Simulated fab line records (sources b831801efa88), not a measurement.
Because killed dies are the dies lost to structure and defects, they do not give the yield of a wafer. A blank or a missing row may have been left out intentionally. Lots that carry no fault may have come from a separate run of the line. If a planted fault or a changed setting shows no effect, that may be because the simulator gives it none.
Split-lot trial | flow sky130 | route with 708 steps; 5 lots, 23 wafers read

## THE SPLIT ITSELF
At SKY_SONOS_ONO_CVD_04 (deposits SiO2 from SiH4/N2O, target thk 5.7199 nm), the setting pressure mtorr was moved away from the recipe's 400 mTorr on 15 of the 23 wafers read, by -12.8% to +11.7%. All remaining wafers had this setting at the recipe value.

The file shows no step between the split and the reading.

## THE READING
SONOS_ONO_CVD_04_THK in nanometres, read at SKY_SONOS_ONO_THK_MEAS_05. A value of 5.79 nm with a standard deviation of 0.13 nm is what fault-free wafers of this fab line usually give.

wafer  | tool, chamber at the split | pressure mtorr as run, mTorr | against the recipe | SONOS_ONO_CVD_04_THK, nm | against lot-mates on the recipe
L074.1 | -, -                       | 348.8                        | -12.8%             | 5.13                     | no lot-mate on the recipe
L074.3 | -, -                       | 348.8                        | -12.8%             | 5.35                     | no lot-mate on the recipe
L074.4 | -, -                       | 348.8                        | -12.8%             | 5.16                     | no lot-mate on the recipe
L074.5 | -, -                       | 348.8                        | -12.8%             | 5.21                     | no lot-mate on the recipe
L074.6 | -, -                       | 348.8                        | -12.8%             | 5.22                     | no lot-mate on the recipe
L076.2 | lpcvd-03, 1                | 400                          | recipe             | 5.75                     | -
L076.4 | lpcvd-03, 1                | 400                          | recipe             | 5.71                     | -
L076.6 | lpcvd-03, 1                | 400                          | recipe             | 5.79                     | -
L077.1 | -, -                       | 400                          | recipe             | 5.81                     | -
L077.2 | -, -                       | 400                          | recipe             | 5.76                     | -
L077.3 | -, -                       | 400                          | recipe             | 5.75                     | -
L077.4 | -, -                       | 400                          | recipe             | 5.69                     | -
L077.6 | -, -                       | 400                          | recipe             | 5.80                     | -
L079.1 | -, -                       | 446.8                        | +11.7%             | 6.13                     | no lot-mate on the recipe
L079.2 | -, -                       | 446.8                        | +11.7%             | 6.13                     | no lot-mate on the recipe
L079.3 | -, -                       | 446.8                        | +11.7%             | 6.16                     | no lot-mate on the recipe
L079.4 | -, -                       | 446.8                        | +11.7%             | 6.00                     | no lot-mate on the recipe
L079.5 | -, -                       | 446.8                        | +11.7%             | 6.10                     | no lot-mate on the recipe
L084.2 | -, -                       | 426.4                        | +6.6%              | 6.03                     | no lot-mate on the recipe
L084.3 | -, -                       | 426.4                        | +6.6%              | 5.98                     | no lot-mate on the recipe
L084.4 | -, -                       | 426.4                        | +6.6%              | 6.02                     | no lot-mate on the recipe
L084.5 | -, -                       | 426.4                        | +6.6%              | 5.96                     | no lot-mate on the recipe
L084.6 | -, -                       | 426.4                        | +6.6%              | 5.91                     | no lot-mate on the recipe

THE FIT
A straight line over all 23 wafers: SONOS_ONO_CVD_04_THK changes by +0.0369 nm for each +1% of pressure mtorr; r = +0.98; the points scatter about the line by 0.067 nm.
Too few moved wafers have a lot-mate on the recipe to fit a line with each lot's own level taken away.

## THE WHOLE CHAIN: every reading that the file lists as answering this split, in the file's order
step                      | what it does                                      | reading                                                                          | change (the file's fit)                | r (the file's)
SKY_SONOS_ONO_CVD_04      | deposits SiO2 from SiH4/N2O, target thk 5.7199 nm | SiO2_of_SONOS_ONO_CVD_04.thk nm (the simulator's own value, which no gauge read) | +0.0376 nm for each +1% of the setting | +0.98
SKY_SONOS_ONO_THK_MEAS_05 |                                                   | SONOS_ONO_CVD_04_THK                                                             | +0.0369 for each +1% of the setting    | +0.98
SKY_GATE_OXIDE_CLEAN_00   | cleans in SC1/SC2, time 150 s                     | SiO2_of_SONOS_ONO_CVD_04.thk nm (the simulator's own value, which no gauge read) | +0.0373 nm for each +1% of the setting | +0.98

## THE FILE'S OWN FIT
SONOS_ONO_CVD_04_THK changes by +0.0369 nm for each +1% of pressure mtorr, r = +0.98.
